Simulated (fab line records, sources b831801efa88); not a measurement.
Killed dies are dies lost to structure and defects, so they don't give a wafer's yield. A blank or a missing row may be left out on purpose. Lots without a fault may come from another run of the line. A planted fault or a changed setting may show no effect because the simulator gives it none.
fab line records | flow sky130
record lots=5 wafers=15 last_day=50
route steps=708 shown SONOS_TUNNEL@160 SONOS_ONO@168 GATE_OXIDE@187 PAD_OPEN@708
lots that met no fault: from a run of the same line without faults
start_h: hours from the record's first day to the start of the lot's first wafer shown | wait_h: hours since the lot's step before | " the same as in the row above | L1.1+2: a row that stands for several wafers | - no value, or no start given | * or withheld: withheld | < > ~ a bound
route shown NAME@n: a module of which the file shows steps, and the number in the route of the first | usual: mean/standard deviation of fault-free wafers | same: alike in all rows | chamber/n: place in a boat | sites: the reading at each site | _std_site: their standard deviation | _edge_site: outer sites' mean less inner sites' | radius_mm: how far each site lies from the wafer's centre | mask NAME#n: copy n | behind: the tool/chamber that last shaped the wafer | hold: why the lot was held/for how many hours/how that ended | device: the transistor (n, p or np) that didn't switch | end of line: the same wafers' tests at the end of the route | a step without rows: its recipe alone | killed: dies lost to structure and defects at the first sort, not the wafer's yield | map: a wafer's dies, x killed, . not, _ none there
set.NAME: the setting as run; set.NAME@STEP: as run at that earlier step | model.NAME: the simulator's own value behind a step, which no gauge read
lots at some steps of the route; a table a step, a row a wafer
services: from which hour (start_h, from the record's first day; less than 0 if before it) a tool's chamber was out of use, for how many hours, and why
## steps
# step SKY_SONOS_TUNNEL_DEVELOP_06
# recipe resist=NOVOLAK developer=TMAH develop_time_s=60 dev_temp_c=23
# step SKY_SONOS_TUNNEL_IMPLANT_09
# recipe species=B energy_kev=20 dose_cm2=1e+12 tilt_deg=withheld
# step SKY_SONOS_TUNNEL_WET_ETCH_10
# recipe chemistry=dHF target_depth_nm=14 target=SiO2 dilution=100:1 temp_c=25 time_s=280
# step SKY_SONOS_TUNNEL_STRIP_11
# recipe chemistry=SPM time_s=600 temp_c=130
# step SKY_SONOS_TUNNEL_CLEAN_13
# recipe chemistry=dHF time_s=20 dilution=100:1 dry=ipa_marangoni
# step SKY_SONOS_ONO_OXIDATION_00
# recipe temp_c=800 ambient=O2 idle_temp_c=700 ramp_up_c_per_min=10 ramp_down_c_per_min=3 stabilise_s=600 purge_s=300 target_thk_a=26 ox_time_s=1249
# step SKY_SONOS_ONO_CVD_02
# recipe material=Si3N4 precursor=DCS/NH3 target_thk_nm=10.5 temp_c=770 time_s=180 pressure_mtorr=250
# step SKY_SONOS_ONO_CVD_04
# recipe material=SiO2 precursor=SiH4/N2O target_thk_nm=5.7199 temp_c=900 pressure_mtorr=400
# usual pressure_mtorr=400.1/0.75 zone_power_lower_pct=17.3/0.79
# columns lot.wafer tool chamber start_h wait_h pressure_mtorr zone_power_lower_pct model.SiO2_of_SONOS_ONO_CVD_04.thk_nm
L651.4 lpcvd-03 0 311.46 0.0 399.3 17.9 5.767
L651.5 " 0 " " 399.7 17.9 5.751
L651.6 " 0 " " 399.3 17.9 5.697
L656.2 lpcvd-03 0 336.61 0.0 399.6 18.0 8.105
L656.5 " 0 " " 398.7 18.1 8.007
L656.6 " 0 " " 399.7 17.8 7.968
L655.1 lpcvd-03 0 337.86 0.2 400.7 17.7 7.925
L655.5 " 0 " " 400.4 17.9 7.858
L655.6 " 0 " " 401.1 18.1 7.964
L657.2 lpcvd-03 0 346.79 0.0 400.5 17.6 8.115
L657.3 " 0 " " 399.7 17.9 8.054
L657.5 " 0 " " 400.3 17.9 8.101
L667.4 lpcvd-03 0 444.63 0.8 400.7 17.9 5.748
L667.5 " 0 " " 401.3 17.9 5.711
L667.6 " 0 " " 401.8 18.2 5.793
# step SKY_SONOS_ONO_THK_MEAS_05
# recipe reads=SiO2_of_SONOS_ONO_CVD_04
# usual SONOS_ONO_CVD_04_THK=5.67/0.12
# columns lot.wafer tool chamber start_h wait_h SONOS_ONO_CVD_04_THK[nm]
L651.4 film_metro-04 - 312.74 0.0 5.80
L651.5 " - " " 5.82
L651.6 " - " " 5.70
L656.2 film_metro-04 - 337.87 0.0 8.13
L656.5 " - " " 7.99
L656.6 " - " " 7.98
L655.1 film_metro-01 - 339.11 0.0 7.92
L655.5 " - " " 7.84
L655.6 " - " " 7.99
L657.2 film_metro-01 - 348.05 0.0 8.11
L657.3 " - " " 8.10
L657.5 " - " " 8.09
L667.4 film_metro-04 - 446.53 0.0 5.74
L667.5 " - " " 5.72
L667.6 " - " " 5.80
# step SKY_SONOS_ONO_DEHYDRATE_06
# recipe temp_c=200 time_s=60
# step SKY_SONOS_ONO_HMDS_07
# recipe prime_time_s=60 prime_temp_c=120
# step SKY_SONOS_ONO_COAT_08
# recipe resist=NOVOLAK spin_rpm=3000 resist_thk_nm=1140
# step SKY_SONOS_ONO_SOFTBAKE_09
# recipe temp_c=90 time_s=60 resist=NOVOLAK
# step SKY_SONOS_ONO_EXPOSE_10
# recipe mask_id=ONOM target_cd_nm=410 na=0.6 source_shape=conventional sigma_outer=0.6 dose_mj=150
# step SKY_SONOS_ONO_PEB_11
# recipe temp_c=withheld time_s=* resist=NOVOLAK
# step SKY_SONOS_ONO_DEVELOP_12
# recipe develop_time_s=60 dev_temp_c=23
# step SKY_SONOS_ONO_ETCH_15
# recipe target_depth_nm=19.52 chemistry=CHF3/O2 source_w=600 bias_w=200 pressure_mtorr=40 chf3_flow_sccm=50 O2_flow_sccm=5 time_s=7.8
# step SKY_SONOS_ONO_WET_ETCH_16
# recipe chemistry=dHF target_depth_nm=14 dry=n2_spin target=SiO2 dilution=100:1 temp_c=25 time_s=280
# step SKY_SONOS_ONO_STRIP_17
# recipe chemistry=O2/N2 power_w=1400 pressure_mtorr=1500 platen_temp_c=withheld o2_flow_sccm=3000 n2_flow_sccm=300 overash_fraction=0.5
# step SKY_SONOS_ONO_WET_ETCH_18
# recipe chemistry=H3PO4 target_depth_nm=15 target=Si3N4 temp_c=160 time_s=172
# step SKY_GATE_OXIDE_CLEAN_00
# recipe chemistry=SC1/SC2 mix=1:4:20 temp_c=70 time_s=150 dry=n2_spin
# step SKY_GATE_OXIDE_OXIDATION_01
# recipe temp_c=900 ambient=O2 stabilise_s=600 purge_s=300 target_thk_a=102.68 ox_time_s=1473
# step SKY_GATE_OXIDE_DEHYDRATE_03
# recipe temp_c=200 time_s=60
# step SKY_GATE_OXIDE_HMDS_04
# recipe prime_time_s=60 prime_temp_c=120
# step SKY_GATE_OXIDE_COAT_05
# recipe resist=NOVOLAK spin_rpm=3000 resist_thk_nm=1140
# step SKY_GATE_OXIDE_SOFTBAKE_06
# recipe temp_c=90 time_s=60 resist=NOVOLAK
# step SKY_GATE_OXIDE_EXPOSE_07
# recipe mask_id=LVOM na=0.6 source_shape=conventional sigma_outer=0.6 polarization=unpolarized target_cd_nm=600 dose_mj=170
# step SKY_GATE_OXIDE_PEB_08
# recipe temp_c=withheld time_s=* resist=NOVOLAK
# step SKY_GATE_OXIDE_DEVELOP_09
# recipe resist=NOVOLAK developer=TMAH develop_time_s=60 dev_temp_c=23
# step SKY_GATE_OXIDE_IMPLANT_11
# recipe species=B energy_kev=10 dose_cm2=2.6e+12 tilt_deg=withheld
# step SKY_GATE_OXIDE_WET_ETCH_12
# recipe chemistry=dHF target_depth_nm=16.8 dry=n2_spin target=SiO2 dilution=100:1 temp_c=25 time_s=336
# step SKY_GATE_OXIDE_STRIP_13
# recipe chemistry=O2/N2 power_w=1400 pressure_mtorr=1500 platen_temp_c=withheld o2_flow_sccm=3000 n2_flow_sccm=300 overash_fraction=0.5
# step SKY_GATE_OXIDE_CLEAN_15
# recipe chemistry=SC1/SC2 mix=1:4:20 temp_c=70 time_s=150 dry=n2_spin
# columns lot.wafer tool chamber start_h wait_h model.SiO2_of_SONOS_ONO_CVD_04.thk_nm
L651.4 wet_bench-02 1 369.58 0.0 4.269
L651.5 " 1 " " 4.247
L651.6 " 1 " " 4.201
L656.2 wet_bench-01 3 395.82 0.0 6.579
L656.5 " 3 " " 6.483
L656.6 " 3 " " 6.451
L655.1 wet_bench-02 3 396.51 0.1 6.426
L655.5 " 3 " " 6.358
L655.6 " 3 " " 6.466
L657.2 wet_bench-02 2 405.46 0.0 6.608
L657.3 " 2 " " 6.541
L657.5 " 2 " " 6.595
L667.4 wet_bench-01 0 509.71 0.0 4.23
L667.5 " 0 " " 4.193
L667.6 " 0 " " 4.273
# step SKY_PAD_OPEN_PROBE_99
# usual killed_at_M0_to_M3=44/7 killed_at_M4_up=3.0/1.9 killed_at_contacts=24/5.4 killed_at_front_end=15/4.6 killed_at_other=0.3/0.5 killed_dies=87/10 killed_open=47/7 killed_short=40/6.2
# same gross_dies=492 killed_at_back_side=0
# columns lot.wafer tool chamber start_h wait_h killed_at_M0_to_M3 killed_at_M4_up killed_at_contacts killed_at_front_end killed_at_other killed_dies killed_open killed_short
L656.2 prober-02 - 1131.10 0.1 44 1 24 17 0 86 51 35
L656.5 prober-02 - 1131.25 0.2 48 6 24 14 0 92 47 45
L656.6 prober-02 - 1131.30 0.2 36 1 34 18 1 90 51 39
L655.1 prober-01 - 1138.62 0.1 41 4 30 13 0 88 45 43
L655.5 prober-01 - 1138.82 0.2 46 3 30 13 0 92 51 41
L655.6 prober-01 - 1138.87 0.2 50 2 29 9 1 91 50 41
L667.4 prober-02 - 1201.68 0.2 42 3 23 11 0 79 49 30
L667.5 prober-02 - 1201.73 0.2 44 2 28 15 1 90 41 49
L667.6 prober-02 - 1201.78 0.2 35 2 20 11 1 69 36 33
# killed by level:class
L656.2 VIA1:geometric_particle:open=13 VIA3:geometric_particle:open=8 CONTACT:geometric_particle:open=7 VIA1:geometric_particle:short=6 FIELD_ISO:geometric_particle:open=5 VIA2:geometric_particle:open=5 LOCAL_INTERCONNECT:geometric_particle:short=5 POLY_GATE:geometric_particle:open=4
L656.5 VIA1:geometric_particle:open=16 CONTACT:geometric_particle:open=8 VIA1:geometric_particle:short=8 METAL2:geometric_particle:short=6 POLY_GATE:geometric_particle:short=5 LOCAL_INTERCONNECT:geometric_particle:short=5 LI_CONTACT:geometric_particle:open=4 VIA2:geometric_particle:short=4
L656.6 CONTACT:geometric_particle:open=18 VIA1:geometric_particle:open=11 FIELD_ISO:geometric_particle:short=8 LI_CONTACT:geometric_particle:open=6 CONTACT:geometric_particle:short=6 VIA1:geometric_particle:short=5 FIELD_ISO:geometric_particle:open=4 VIA3:geometric_particle:open=4
L655.1 CONTACT:geometric_particle:open=12 VIA1:geometric_particle:open=7 CONTACT:geometric_particle:short=6 VIA3:geometric_particle:open=6 POLY_GATE:geometric_particle:open=5 LI_CONTACT:geometric_particle:open=5 METAL1:geometric_particle:short=5 VIA2:geometric_particle:short=5
L655.5 VIA1:geometric_particle:open=11 CONTACT:geometric_particle:open=9 METAL1:geometric_particle:short=9 POLY_GATE:geometric_particle:open=7 LI_CONTACT:geometric_particle:open=7 LOCAL_INTERCONNECT:geometric_particle:short=5 CONTACT:geometric_particle:short=5 VIA1:geometric_particle:short=4
L655.6 CONTACT:geometric_particle:open=12 VIA3:geometric_particle:open=9 VIA1:geometric_particle:open=8 LI_CONTACT:geometric_particle:open=7 METAL1:geometric_particle:short=7 CONTACT:geometric_particle:short=6 VIA1:geometric_particle:short=6 VIA2:geometric_particle:open=6
L667.4 VIA1:geometric_particle:open=11 LOCAL_INTERCONNECT:geometric_particle:short=7 VIA3:geometric_particle:open=7 VIA2:geometric_particle:open=6 CONTACT:geometric_particle:open=6 METAL2:geometric_particle:short=6 LI_CONTACT:geometric_particle:open=5 FIELD_ISO:geometric_particle:short=3
L667.5 VIA1:geometric_particle:open=11 CONTACT:geometric_particle:short=9 CONTACT:geometric_particle:open=7 VIA2:geometric_particle:open=6 METAL2:geometric_particle:short=6 LOCAL_INTERCONNECT:geometric_particle:short=5 VIA1:geometric_particle:short=5 FIELD_ISO:geometric_particle:short=4
L667.6 CONTACT:geometric_particle:open=9 VIA1:geometric_particle:open=7 VIA2:geometric_particle:open=7 METAL1:geometric_particle:short=5 VIA3:geometric_particle:short=5 LI_CONTACT:geometric_particle:open=4 LOCAL_INTERCONNECT:geometric_particle:short=4 VIA2:geometric_particle:short=4
## services
# columns tool chamber start_h hours kind
lpcvd-03 - 352.72 1.7 repair
## key
first_sign step=SKY_SONOS_ONO_THK_MEAS_05 reading=SONOS_ONO_CVD_04_THK direction=up sigmas=19 usual=5.67 struck=8.02
effect none on later readings
model_effect step=SKY_SONOS_ONO_CVD_04 value=SiO2_of_SONOS_ONO_CVD_04.thk_nm without=5.637 struck=8.011
model_effect step=SKY_GATE_OXIDE_CLEAN_15 value=SiO2_of_SONOS_ONO_CVD_04.thk_nm without=4.127 struck=6.501
met_at SKY_SONOS_ONO_CVD_04
struck_wafers L655.1,L655.5,L655.6,L656.2,L656.5,L656.6,L657.2,L657.3,L657.5
tester_left_out L655,L656,L657
onset_between 311.46 336.61
fault kind=process_parameter_drift tool=lpcvd-03 chamber=- onset_h=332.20 steps=SKY_SONOS_ONO_CVD_04 channel=target_thk_nm offset=2.3743 shape=step end_h=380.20 stated=5.7199
# tester_left_out: of these lots the tester's yield and bins aren't shown, on N5 and GAA mostly nor the transistor test; their killed dies are dies lost to structure and defects alone, not to doping, threshold or leakage, so they don't give the yield
